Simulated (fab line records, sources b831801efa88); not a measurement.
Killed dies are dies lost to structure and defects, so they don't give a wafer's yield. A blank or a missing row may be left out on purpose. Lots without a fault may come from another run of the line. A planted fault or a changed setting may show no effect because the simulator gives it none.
Chamber matching | flow gf180mcu | GF_CONTACT_CMP_04 on cmp-01: 4 sister chambers
The step polishes SiO2. 4 wafers are shown with their chamber, then 7 later ones without.

WAFERS WITH THEIR CHAMBER
wafer  | chamber | motor_current_A (A)
L287.1 | 3       | 12.7
L287.6 | 0       | 11.0
L289.1 | 1       | 12.9
L289.2 | 2       | 12.0

WAFERS WITHOUT THEIR CHAMBER
wafer  | motor_current_A (A)
L289.4 | 13.1
L290.1 | 12.0
L290.2 | 12.1
L290.5 | 12.5
L294.3 | 13.6
L294.5 | 13.3
L294.6 | 11.8

WHICH CHAMBER EACH WENT THROUGH
wafer  | from the rows above          | in truth
L289.4 | can't be placed: 1 or 3      | 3
L290.1 | 2                            | 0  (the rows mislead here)
L290.2 | can't be placed: 2 or 3      | 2
L290.5 | can't be placed: 3 or 1 or 2 | 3
L294.3 | can't be placed: 1 or 3      | 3
L294.5 | can't be placed: 1 or 3      | 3
L294.6 | can't be placed: 2 or 0      | 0
Placed correctly: 0 of 7. Can't be placed from these rows: 6 (the true chamber is among the candidates in 6). Placed wrongly: 1.
How it was worked out, from the rows above alone: a wafer's distance from a chamber is the root of the sum, over the readings, of the square of ((its reading less the chamber's mean) divided by the reading's scatter). The wafer belongs to the nearest chamber; if the next one is less than 2 further off, it can't be placed. A chamber's mean is the mean of its shown wafers. The scatter: with one shown wafer a chamber, the root of the mean of the squares of how far each hidden wafer lies from its nearest shown one.
